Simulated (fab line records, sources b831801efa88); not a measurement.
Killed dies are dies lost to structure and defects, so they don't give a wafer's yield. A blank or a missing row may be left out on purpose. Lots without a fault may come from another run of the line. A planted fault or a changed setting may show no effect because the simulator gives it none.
Which tool did it? | flow gf180mcu | 13 lots, 39 wafers sampled, at 5 steps of a route of 602

WHAT THE GAUGES READ, wafer by wafer
GF_SALICIDE_RS_MEAS_04: measures by four-point-probe. Usual: SALICIDE_TIN_RS 16.21 ohm/sq, standard deviation 0.28.
lot  | measured     | on            | SALICIDE_TIN_RS (ohm/sq) | flag
L843 | day 15 17:52 | film_metro-02 | 16.19 15.78 16.11        |
L846 | day 17 08:24 | film_metro-03 | 15.95 16.12 16.11        |
L848 | day 17 16:25 | film_metro-04 | 16.50 16.35 16.44        |
L849 | day 18 08:26 | film_metro-03 | 16.35 16.78 16.72        |
L851 | day 19 01:38 | film_metro-03 | 16.05 16.09 15.93        |
L852 | day 19 10:06 | film_metro-02 | 15.74 15.76 16.13        |
L853 | day 19 14:11 | film_metro-02 | 57.20 57.62 58.08        | OFF
L854 | day 19 23:48 | film_metro-04 | 56.19 56.57 55.60        | OFF
L855 | day 20 03:04 | film_metro-04 | 57.03 57.11 58.05        | OFF
L856 | day 20 16:26 | film_metro-03 | 16.49 16.07 16.55        |
L862 | day 22 11:02 | film_metro-03 | 16.15 16.71 16.40        |
L863 | day 22 21:20 | film_metro-03 | 16.09 16.47 16.49        |
L864 | day 23 04:56 | film_metro-03 | 16.17 16.62 16.73        |

GF_M2_CD_MEAS_14: target cd 280 nm. Usual: cd_nm 279.9 nm, standard deviation 1.3.
lot  | measured     | on        | cd_nm (nm)        | flag
L843 | day 19 19:49 | cd_sem-01 | 278.2 277.5 278.9 |
L846 | day 21 13:53 | cd_sem-01 | 279.7 278.8 279.5 |
L848 | day 21 21:14 | cd_sem-01 | 278.4 278.5 279.5 |
L849 | day 22 13:32 | cd_sem-02 | 280.7 281.0 281.2 |
L851 | day 23 06:43 | cd_sem-01 | 277.6 277.6 277.8 |
L852 | day 23 14:40 | cd_sem-01 | 281.7 281.3 282.3 |
L856 | day 24 18:04 | cd_sem-01 | 281.7 282.5 282.2 |
L862 | day 26 07:13 | cd_sem-02 | 278.3 279.5 279.3 |
L863 | day 26 17:17 | cd_sem-02 | 279.5 279.4 279.1 |
L864 | day 27 01:14 | cd_sem-02 | 280.6 281.1 280.0 |

WHICH TOOL RAN EACH LOT (tool, then ch and the chambers of the sampled wafers, then the start)
lot  | GF_SALICIDE_SPUTTER_02       | GF_M1_SPUTTER_04             | GF_M2_SPUTTER_03
L843 | pvd_sputter-02, day 15 17:46 | pvd_sputter-01, day 16 18:55 | pvd_sputter-04, day 18 19:32
L846 | pvd_sputter-04, day 17 08:21 | pvd_sputter-01, day 18 11:06 | pvd_sputter-02, day 20 14:23
L848 | pvd_sputter-03, day 17 16:22 | pvd_sputter-02, day 18 17:35 | pvd_sputter-04, day 20 21:44
L849 | pvd_sputter-03, day 18 08:22 | pvd_sputter-01, day 19 10:38 | pvd_sputter-03, day 21 13:53
L851 | pvd_sputter-03, day 19 01:35 | pvd_sputter-04, day 20 05:14 | pvd_sputter-02, day 22 08:07
L852 | pvd_sputter-02, day 19 10:02 | pvd_sputter-04, day 20 13:11 | pvd_sputter-04, day 22 16:13
L853 | pvd_sputter-03, day 19 14:05 | -                            | -
L854 | pvd_sputter-04, day 19 23:45 | -                            | -
L855 | pvd_sputter-02, day 20 02:58 | -                            | -
L856 | pvd_sputter-02, day 20 16:22 | pvd_sputter-02, day 21 18:44 | pvd_sputter-02, day 23 20:16
L862 | pvd_sputter-02, day 22 10:57 | pvd_sputter-01, day 23 12:28 | pvd_sputter-02, day 25 10:16
L863 | pvd_sputter-04, day 22 21:14 | pvd_sputter-01, day 23 22:52 | pvd_sputter-04, day 25 21:08
L864 | pvd_sputter-03, day 23 04:53 | pvd_sputter-04, day 24 06:19 | pvd_sputter-03, day 26 05:01
- GF_SALICIDE_SPUTTER_02: material Co, target thk 10 nm, time 20 s.
- GF_M1_SPUTTER_04: material TiN, target thk 50 nm, time 41.7 s.
- GF_M2_SPUTTER_03: material Ti, target thk 10 nm, time 6.7 s.

WHAT THE TOOLS THEMSELVES READ (means of the sampled wafers that have a number; where no wafer has one, the mark that the record gives instead)
GF_SALICIDE_SPUTTER_02. Usual: cathode_dc_power_W 1000.00 W, standard deviation 0.18; chamber_pressure_pa 0.4000 Pa, standard deviation 0.00068; throttle_valve_pct 30.2 %, standard deviation 1.2.
lot  | tool           | cathode_dc_power_W (W) | chamber_pressure_pa (Pa) | throttle_valve_pct (%) | flag
L843 | pvd_sputter-02 | 999.99                 | 0.3996                   | 30.2                   |
L846 | pvd_sputter-04 | 1000.02                | 0.3994                   | 30.8                   |
L848 | pvd_sputter-03 | 999.81                 | 0.4002                   | 30.6                   |
L849 | pvd_sputter-03 | 999.98                 | 0.4003                   | 29.6                   |
L851 | pvd_sputter-03 | 1000.07                | 0.3997                   | 30.7                   |
L852 | pvd_sputter-02 | 1000.06                | 0.3998                   | 29.8                   |
L853 | pvd_sputter-03 | -                      | -                        | -                      | OFF
L854 | pvd_sputter-04 | -                      | -                        | -                      | OFF
L855 | pvd_sputter-02 | -                      | -                        | -                      | OFF
L856 | pvd_sputter-02 | 999.93                 | 0.4000                   | 28.5                   |
L862 | pvd_sputter-02 | 999.97                 | 0.3997                   | 29.3                   |
L863 | pvd_sputter-04 | 1000.01                | 0.4005                   | 29.3                   |
L864 | pvd_sputter-03 | 999.93                 | 0.4004                   | 30.5                   |

GF_M1_SPUTTER_04. Usual: cathode_dc_power_W 6500.0 W, standard deviation 1.2; chamber_pressure_pa 0.4000 Pa, standard deviation 0.00081; throttle_valve_pct 29.9 %, standard deviation 1.1.
lot  | tool           | cathode_dc_power_W (W) | chamber_pressure_pa (Pa) | throttle_valve_pct (%) | flag
L843 | pvd_sputter-01 | 6499.7                 | 0.3996                   | 29.3                   |
L846 | pvd_sputter-01 | 6498.8                 | 0.3999                   | 29.9                   |
L848 | pvd_sputter-02 | 6499.3                 | 0.3993                   | 29.9                   |
L849 | pvd_sputter-01 | 6499.6                 | 0.3993                   | 30.6                   |
L851 | pvd_sputter-04 | 6499.8                 | 0.3991                   | 30.6                   |
L852 | pvd_sputter-04 | 6500.6                 | 0.4007                   | 30.7                   |
L856 | pvd_sputter-02 | 6500.8                 | 0.4001                   | 29.1                   |
L862 | pvd_sputter-01 | 6499.1                 | 0.3998                   | 30.2                   |
L863 | pvd_sputter-01 | 6499.5                 | 0.4001                   | 29.3                   |
L864 | pvd_sputter-04 | 6499.8                 | 0.4005                   | 30.5                   |

GF_M2_SPUTTER_03. Usual: cathode_dc_power_W 2999.9 W, standard deviation 0.53; chamber_pressure_pa 0.2999 Pa, standard deviation 0.0006; throttle_valve_pct 30.2 %, standard deviation 1.2.
lot  | tool           | cathode_dc_power_W (W) | chamber_pressure_pa (Pa) | throttle_valve_pct (%) | flag
L843 | pvd_sputter-04 | 3000.2                 | 0.2992                   | 31.3                   |
L846 | pvd_sputter-02 | 2999.6                 | 0.2999                   | 30.0                   |
L848 | pvd_sputter-04 | 2999.9                 | 0.2999                   | 30.9                   |
L849 | pvd_sputter-03 | 2999.8                 | 0.2998                   | 31.2                   |
L851 | pvd_sputter-02 | 3000.0                 | 0.3000                   | 30.1                   |
L852 | pvd_sputter-04 | 2999.5                 | 0.3003                   | 31.4                   |
L856 | pvd_sputter-02 | 3000.2                 | 0.3001                   | 29.1                   |
L862 | pvd_sputter-02 | 3000.0                 | 0.3002                   | 29.4                   |
L863 | pvd_sputter-04 | 2999.9                 | 0.3005                   | 30.8                   |
L864 | pvd_sputter-03 | 2999.8                 | 0.3001                   | 30.6                   |

THE ANSWER, worked out from the rows above alone
Rule: a lot is off if the mean of its wafers that have a number lies more than 3 standard deviations from the usual mean. A lot without any number at a reading at which 4 lots or more have one is off too. The other lots that the step has rows for count as sound. The gauges are gone through in route order, then the tools' own readings, and for those a lot's mean is taken as printed above. The first step at which some lot is off is used, and at that step the reading that is off furthest; a lot without a number counts as furthest.
Off: L853, L854, L855, at GF_SALICIDE_RS_MEAS_04 (SALICIDE_TIN_RS).
A tool fits if, at a process step before that reading, it ran every lot that is off, and no sound lot after the first of them. The gauges at GF_SALICIDE_RS_MEAS_04 aren't tried: what is off there is off at GF_SALICIDE_SPUTTER_02 too, on other tools, and a gauge's error can't cause that. None of those tried fits.

WHAT THE SIMULATOR HAD PUT IN
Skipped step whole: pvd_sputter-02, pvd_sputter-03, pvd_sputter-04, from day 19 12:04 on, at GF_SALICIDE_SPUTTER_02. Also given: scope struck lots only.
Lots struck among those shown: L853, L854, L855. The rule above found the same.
